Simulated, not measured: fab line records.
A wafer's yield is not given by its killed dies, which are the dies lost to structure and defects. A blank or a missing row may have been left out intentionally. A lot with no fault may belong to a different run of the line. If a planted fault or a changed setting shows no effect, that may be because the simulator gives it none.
fab line records	flow sky130
[record] lots = 10	wafers = 30	lastDay = 50
route steps=708 shown METAL3@566 VIA3@597 CAP2M@615 VIA4@657
lots untouched by any fault: they come from a run of this same line in which no faults occurred
startH: hours from the record's first day to the start of the lot's first wafer shown	waitH: hours from the lot's prior step to this one	" identical to the entry in the row above	L1.1+2: a row that stands for several wafers	- no value, or no start was given	* or withheld: withheld	< > ~ a bound
route shown NAME@n: NAME is a module with steps in the file, n the number in the route of the first one	usual: average and standard deviation across the fault-free wafers	same: alike in all rows	chamber/n: place in a boat	sites: each site's reading	_std_site: the values' standard deviation	_edge_site: inner sites' mean taken away from outer sites' mean	radiusMm: for every site, how far away it sits from the centre of the wafer	mask NAME#n: copy n	behind: the most recent tool/chamber to have shaped the wafer	hold: reason for holding the lot/hours on hold/outcome of the hold	device: the transistor (n, p or np) that didn't switch	end of line: the tests these same wafers got at the end of their route	for a step that has no rows: nothing shown but its recipe	killed: count of dies lost to structure and defects at first sort (not the wafer's yield)	map: shows each die of a wafer: x if killed, . if not, _ if none is there
set.NAME: the setting the step ran with; set.NAME@STEP: the setting that earlier step ran with	model.NAME: the simulator's own value behind a step, which no gauge read
one table for each step of the route and one row for each wafer, over a sample of lots
services: a tool's chamber out of use, with start hour (startH, from the record's first day; less than 0 if before it), hours out, and reason
[[steps]]
[step SKY_METAL3_ETCH_16]
[recipe] chemistry = N2/H2	target = BARC	ionEnergyEv = 200	biasW = 100	pressureMtorr = 30	n2FlowSccm = 100	h2FlowSccm = 200	icpW = 500	stopOn = SiO2	timeS = 88.2	targetDepthA = 600
[usual] drypumpMotorCurrentA = 6.1/0.37	h2FlowSccm = 200.0/0.53	oesProductAu = 0.626/0.0048	throttleValvePct = 13.204/0.0088
lot.wafer	tool	chamber	startH	waitH	drypumpMotorCurrentA	h2FlowSccm	oesProductAu	rfHoursCounterH	throttleValvePct
L706.1	rieMetal-04	1	910.57	0.0	6.6	200.5	0.629	16	13.191
L706.2	"	0	"	"	5.9	200.5	0.628	0	13.208
L706.4	"	0	"	"	5.8	199.8	0.626	-	13.199
L709.1	rieMetal-04	0	930.35	0.0	5.8	199.7	0.623	1	13.205
L709.5	"	1	"	"	6.6	200.6	0.628	-	13.195
L709.6	"	0	"	"	5.8	200.2	0.622	-	13.211
L710.4	rieMetal-02	1	937.55	0.0	5.5	200.1	0.623	-	13.214
L710.5	"	1	"	"	5.6	200.1	0.625	-	13.196
L710.6	"	0	"	"	6.2	200.2	0.627	-	13.210
L711.1	rieMetal-02	0	941.60	0.0	6.2	199.2	0.626	11	13.215
L711.2	"	1	"	"	5.5	200.1	0.622	15	13.201
L711.5	"	0	"	"	6.2	200.1	0.617	-	13.215
L718.2	rieMetal-04	0	1016.45	0.0	5.8	200.4	0.627	6	13.206
L718.4	"	0	"	"	5.8	199.9	0.623	-	13.208
L718.5	"	1	"	"	6.6	200.3	0.627	-	13.206
L719.1	rieMetal-02	0	1018.40	0.0	6.2	200.3	0.634	15	13.199
L719.3	"	0	"	"	6.2	201.3	0.628	-	13.201
L719.4	"	1	"	"	5.5	199.9	0.625	-	13.193
L721.1	rieMetal-01	1	1019.05	0.0	6.2	199.9	0.625	8	13.208
L721.4	"	1	"	"	6.2	199.8	0.627	-	13.221
L721.6	"	0	"	"	6.4	200.5	0.630	-	13.199
L723.1	rieMetal-04	1	1020.97	0.0	6.5	199.7	0.630	23	13.215
L723.3	"	0	"	"	5.9	199.8	0.634	-	13.212
L723.4	"	1	"	"	6.5	199.6	0.628	-	13.196
L724.2	rieMetal-02	1	1024.30	0.0	5.6	199.7	0.621	19	13.212
L724.5	"	1	"	"	5.5	199.9	0.614	-	13.203
L724.6	"	0	"	"	6.2	199.6	0.625	-	13.187
L726.1	rieMetal-02	0	1045.57	0.0	6.2	199.6	0.631	17	13.199
L726.2	"	1	"	"	5.5	199.8	0.622	21	13.208
L726.5	"	1	"	"	5.5	199.9	0.626	-	13.223
[step SKY_VIA3_CMP_24]
[recipe] stopOn = SiO2	tOverpolishS = 20	downForcePsi = 3.5	platenRpm = 60	targetThkNm = 0	padVelocityMS = 0.94248
[usual] motorCurrentA = 10.9/0.91	overpolishRunS = 20.001/0.0097	retainingRingPressureFrac = 1.000/0.0046	timeToEndpointS = 96/3.7
[same] tOverpolishS = 20
lot.wafer	tool	chamber	startH	waitH	motorCurrentA	overpolishRunS	retainingRingPressureFrac	timeToEndpointS
L706.1	cmp-02	0	938.49	0.4	10.3	20.003	1.004	95
L706.2	"	1	"	"	10.8	19.996	1.008	94
L706.4	"	2	"	"	10.9	20.007	1.001	95
L709.1	cmp-02	1	957.12	0.1	11.7	19.991	0.995	96
L709.5	"	1	"	"	11.2	19.990	0.995	97
L709.6	"	2	"	"	11.2	20.010	0.994	94
L710.4	cmp-02	0	965.19	0.1	10.5	20.005	0.997	99
L710.5	"	2	"	"	11.1	20.007	1.003	99
L710.6	"	3	"	"	10.5	19.998	1.000	102
L711.1	cmp-01	2	969.30	0.3	10.8	20.007	0.999	93
L711.2	"	3	"	"	12.4	19.983	1.001	94
L711.5	"	2	"	"	10.7	19.996	0.998	92
L718.4	cmp-02	3	1042.67	0.1	10.9	20.006	0.996	105
L718.2	"	1	"	"	11.0	19.995	1.001	100
L718.5	"	2	"	"	11.1	19.992	1.000	99
L719.4	cmp-01	2	1044.11	0.0	10.6	20.015	1.006	93
L719.1	"	3	"	"	12.6	19.995	1.001	95
L719.3	"	0	"	"	10.8	20.018	1.001	92
L721.4	cmp-01	0	1045.20	0.0	10.1	20.009	0.997	93
L721.1	"	2	"	"	10.8	20.000	1.000	92
L721.6	"	1	"	"	9.3	20.003	0.998	91
L723.1	cmp-01	3	1047.03	0.1	13.1	20.006	0.998	91
L723.3	"	1	"	"	9.7	19.997	1.006	89
L723.4	"	2	"	"	10.8	20.017	0.994	88
L724.2	cmp-01	2	1050.32	0.2	10.8	19.998	1.005	99
L724.5	"	3	"	"	13.0	20.026	0.999	98
L724.6	"	0	"	"	11.6	19.998	1.002	97
L726.1	cmp-02	1	1069.87	0.1	11.5	19.977	0.993	99
L726.2	"	2	"	"	11.2	20.011	1.005	98
L726.5	"	0	"	"	10.2	19.992	1.003	99
[step SKY_CAP2M_OVL_MEAS_12]
[usual] CAP2M_OVL = 0.2/1.3
lot.wafer	tool	chamber	startH	waitH	CAP2M_OVL[nm]
L706.1	overlay-01	-	963.98	0.1	2.3
L706.2	"	-	"	"	1.3
L706.4	"	-	"	"	0.0
L709.1	overlay-01	-	981.41	0.1	2.3
L709.5	"	-	"	"	0.9
L709.6	"	-	"	"	0.6
L710.4	overlay-02	-	989.33	0.1	-0.1
L710.5	"	-	"	"	-0.4
L710.6	"	-	"	"	-2.4
L711.1	overlay-02	-	993.23	0.1	0.5
L711.2	"	-	"	"	0.4
L711.5	"	-	"	"	-0.4
L718.2	overlay-02	-	1065.14	0.1	0.1
L718.4	"	-	"	"	-0.1
L718.5	"	-	"	"	0.1
L719.1	overlay-02	-	1066.21	0.1	1.2
L719.3	"	-	"	"	0.1
L719.4	"	-	"	"	0.6
L721.1	overlay-02	-	1067.27	0.1	1.8
L721.4	"	-	"	"	-0.2
L721.6	"	-	"	"	-1.0
L723.1	overlay-02	-	1069.06	0.1	0.4
L723.3	"	-	"	"	0.2
L723.4	"	-	"	"	0.1
L724.2	overlay-02	-	1072.16	0.1	-1.2
L724.5	"	-	"	"	-1.5
L724.6	"	-	"	"	-2.0
L726.1	overlay-02	-	1091.41	0.1	-0.8
L726.2	"	-	"	"	-1.3
L726.5	"	-	"	"	-0.9
[step SKY_VIA4_CVD_18]
[recipe] material = W	targetThkNm = 505	timeS = 152.14	tempC = 400	pressureTorr = 40
[usual] heaterPowerW = 822/47	susceptorTempC = 399.99/0.21
lot.wafer	tool	chamber	startH	waitH	heaterPowerW	susceptorTempC
L706.1	cvdW-01	1	1013.92	0.0	841	399.96
L706.2	"	0	"	"	769	400.37
L706.4	"	0	"	"	800	400.00
L709.1	cvdW-01	0	1031.47	0.0	742	390.92
L709.5	"	0	"	"	740	391.37
L709.6	"	1	"	"	835	400.16
L710.4	cvdW-01	0	1039.81	0.2	740	391.43
L710.5	"	0	"	"	753	391.76
L710.6	"	1	"	"	848	399.61
L711.1	cvdW-01	1	1043.47	0.0	847	400.30
L711.2	"	0	"	"	751	391.49
L711.5	"	1	"	"	849	399.80
L718.2	cvdW-01	0	1108.37	0.0	790	400.15
L718.4	"	0	"	"	795	400.27
L718.5	"	1	"	"	837	400.16
L719.1	cvdW-01	0	1110.37	0.0	784	399.91
L719.3	"	0	"	"	777	400.19
L719.4	"	1	"	"	831	400.62
L721.1	cvdW-01	1	1111.71	0.0	874	399.88
L721.4	"	1	"	"	841	400.03
L721.6	"	0	"	"	781	399.44
L723.1	cvdW-01	0	1113.54	0.0	782	399.78
L723.3	"	1	"	"	864	399.88
L723.4	"	0	"	"	784	399.91
L724.2	cvdW-01	0	1116.92	0.0	784	400.04
L724.5	"	1	"	"	833	400.03
L724.6	"	0	"	"	780	399.89
L726.1	cvdW-02	1	1134.74	0.0	786	399.94
L726.2	"	0	"	"	904	399.99
L726.5	"	1	"	"	766	400.28
[step SKY_VIA4_RS_MEAS_19]
[recipe] thkMeasGauge = four-point-probe	reads = W_of_VIA4_CVD_18+TiN_of_VIA4_SPUTTER_17
[usual] VIA4_W_RS = 0.2275/0.0023
lot.wafer	tool	chamber	startH	waitH	VIA4_W_RS[ohm/sq]
L706.1	filmMetro-02	-	1014.07	0.1	0.2284
L706.2	"	-	"	"	0.2274
L706.4	"	-	"	"	0.2287
L709.1	filmMetro-04	-	1031.62	0.1	0.2686
L709.5	"	-	"	"	0.2657
L709.6	"	-	"	"	0.2276
L710.4	filmMetro-02	-	1039.97	0.1	0.2667
L710.5	"	-	"	"	0.2657
L710.6	"	-	"	"	0.2239
L711.1	filmMetro-02	-	1043.62	0.1	0.2272
L711.2	"	-	"	"	0.2701
L711.5	"	-	"	"	0.2288
L718.2	filmMetro-04	-	1108.54	0.1	0.2280
L718.4	"	-	"	"	0.2255
L718.5	"	-	"	"	0.2279
L719.1	filmMetro-02	-	1110.52	0.1	0.2287
L719.3	"	-	"	"	0.2241
L719.4	"	-	"	"	0.2233
L721.1	filmMetro-02	-	1111.87	0.1	0.2263
L721.4	"	-	"	"	0.2261
L721.6	"	-	"	"	0.2253
L723.1	filmMetro-04	-	1113.69	0.1	0.2266
L723.3	"	-	"	"	0.2272
L723.4	"	-	"	"	0.2263
L724.2	filmMetro-02	-	1117.09	0.1	0.2258
L724.5	"	-	"	"	0.2274
L724.6	"	-	"	"	0.2259
L726.1	filmMetro-02	-	1134.90	0.1	0.2303
L726.2	"	-	"	"	0.2289
L726.5	"	-	"	"	0.2287
[step SKY_VIA4_THK_MEAS_20]
[recipe] thkMeasGauge = xrf	reads = W_of_VIA4_CVD_18
[usual] VIA4_W_THK = 509/5.1
lot.wafer	tool	chamber	startH	waitH	VIA4_W_THK[nm]
L706.1	filmMetro-02	-	1014.19	0.1	507
L706.2	"	-	"	"	510
L706.4	"	-	"	"	505
L709.1	filmMetro-04	-	1031.74	0.1	430
L709.5	"	-	"	"	433
L709.6	"	-	"	"	506
L710.4	filmMetro-02	-	1040.06	0.1	436
L710.5	"	-	"	"	441
L710.6	"	-	"	"	520
L711.1	filmMetro-02	-	1043.74	0.1	514
L711.2	"	-	"	"	431
L711.5	"	-	"	"	511
L718.2	filmMetro-04	-	1108.65	0.1	510
L718.4	"	-	"	"	514
L718.5	"	-	"	"	510
L719.1	filmMetro-02	-	1110.64	0.1	502
L719.3	"	-	"	"	513
L719.4	"	-	"	"	518
L721.1	filmMetro-02	-	1111.99	0.1	511
L721.4	"	-	"	"	509
L721.6	"	-	"	"	514
L723.1	filmMetro-04	-	1113.81	0.1	516
L723.3	"	-	"	"	509
L723.4	"	-	"	"	514
L724.2	filmMetro-02	-	1117.20	0.1	513
L724.5	"	-	"	"	508
L724.6	"	-	"	"	509
L726.1	filmMetro-02	-	1135.02	0.1	508
L726.2	"	-	"	"	511
L726.5	"	-	"	"	510
[step SKY_VIA4_CMP_21]
[recipe] stopOn = SiO2	tOverpolishS = 25	downForcePsi = 3.5	platenRpm = 60	targetThkNm = 0	padVelocityMS = 0.94248
[usual] motorCurrentA = 11.1/0.98	retainingRingPressureFrac = 1.001/0.0052	timeToEndpointS = 124/4.9
lot.wafer	tool	chamber	startH	waitH	motorCurrentA	retainingRingPressureFrac	timeToEndpointS
L706.2	cmp-02	2	1014.25	0.0	11.2	0.997	126
L706.1	"	3	"	"	11.3	0.995	124
L706.4	"	0	"	"	10.0	1.005	121
L709.1	cmp-01	3	1031.90	0.1	12.4	1.003	101
L709.6	"	1	"	"	9.5	0.997	115
L709.5	"	2	"	"	10.9	1.007	101
L710.4	cmp-01	3	1040.24	0.2	13.4	1.004	109
L710.5	"	3	"	"	12.7	0.999	108
L710.6	"	0	"	"	10.9	1.002	127
L711.2	cmp-01	2	1043.85	0.1	11.1	0.993	103
L711.1	"	3	"	"	13.3	1.003	120
L711.5	"	2	"	"	10.5	0.994	116
L718.2	cmp-01	1	1108.70	0.0	9.6	0.995	127
L718.4	"	3	"	"	12.7	1.006	131
L718.5	"	2	"	"	10.5	1.001	133
L719.1	cmp-01	1	1110.75	0.1	9.2	1.000	127
L719.3	"	2	"	"	11.2	1.001	131
L719.4	"	3	"	"	13.0	0.998	132
L721.4	cmp-01	3	1112.05	0.0	12.4	1.001	131
L721.1	"	2	"	"	10.9	0.999	132
L721.6	"	0	"	"	10.9	0.996	132
L723.4	cmp-01	2	1114.01	0.2	11.3	1.010	129
L723.1	"	3	"	"	12.4	1.004	130
L723.3	"	1	"	"	9.3	0.998	123
L724.2	cmp-02	1	1117.25	0.0	11.4	1.003	119
L724.6	"	1	"	"	11.4	0.997	121
L724.5	"	2	"	"	10.9	0.993	116
L726.2	cmp-01	2	1135.08	0.0	11.0	1.004	129
L726.1	"	0	"	"	11.0	0.997	130
L726.5	"	2	"	"	11.1	0.997	132
[[services]]
tool	chamber	startH	hours	kind
cvdW-02	-	892.70	6.0	pm
rieMetal-02	0	893.96	8.7	repair
cmp-01	-	896.85	4.7	pm
cmp-01	-	912.01	4.0	pm
cvdW-01	-	918.00	2.8	pm
rieMetal-02	-	921.21	2.8	pm
cmp-01	-	934.81	3.2	repair
cmp-01	-	936.22	2.3	repair
cmp-01	-	940.14	0.8	repair
cvdW-01	1	942.03	17.0	repair
cmp-01	-	952.18	4.1	repair
cmp-01	-	963.14	1.5	repair
cmp-02	-	966.58	3.5	repair
cvdW-01	1	974.22	23.6	repair
cmp-02	-	1019.09	7.9	pm
cmp-01	-	1073.35	2.8	repair
cmp-02	-	1073.41	5.5	repair
cmp-02	-	1078.04	6.3	repair
cmp-02	-	1084.33	4.0	pm
cmp-02	-	1095.65	3.5	pm
rieMetal-02	-	1118.64	2.6	repair
cmp-02	-	1122.79	0.3	repair
cmp-02	-	1123.13	3.0	repair
cmp-01	-	1127.02	0.5	repair
[[key]]
[firstSign] step = SKY_VIA4_CVD_18	reading = susceptorTempC	direction = down	sigmas = 41	usual = *	struck = *
[effect] step = SKY_VIA4_CVD_18	reading = heaterPowerW	direction = down	sigmas = 1.6	usual = *	struck = *
[effect] step = SKY_VIA4_RS_MEAS_19	reading = VIA4_W_RS	direction = up	sigmas = 17	usual = 0.2275	struck = 0.2673
[effect] step = SKY_VIA4_THK_MEAS_20	reading = VIA4_W_THK	direction = down	sigmas = 15	usual = 509	struck = 434
[effect] step = SKY_VIA4_CMP_21	reading = timeToEndpointS	direction = down	sigmas = 4.1	usual = *	struck = *
metAt SKY_VIA4_CVD_18
struckLots L709,L710,L711
struckWafers L709.1,L709.5,L710.4,L710.5,L711.2
notActingAt SKY_METAL3_ETCH_16,SKY_VIA3_CMP_24,SKY_CAP2M_OVL_MEAS_12
onsetBetween 1013.92 1031.47
[fault] kind = processParameterDrift	tool = cvdW-01	chamber = 0	onsetH = 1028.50	steps = SKY_VIA4_CVD_18	channel = tempC	offset = *	shape = step	endH = 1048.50	actsIn = *	stated = *
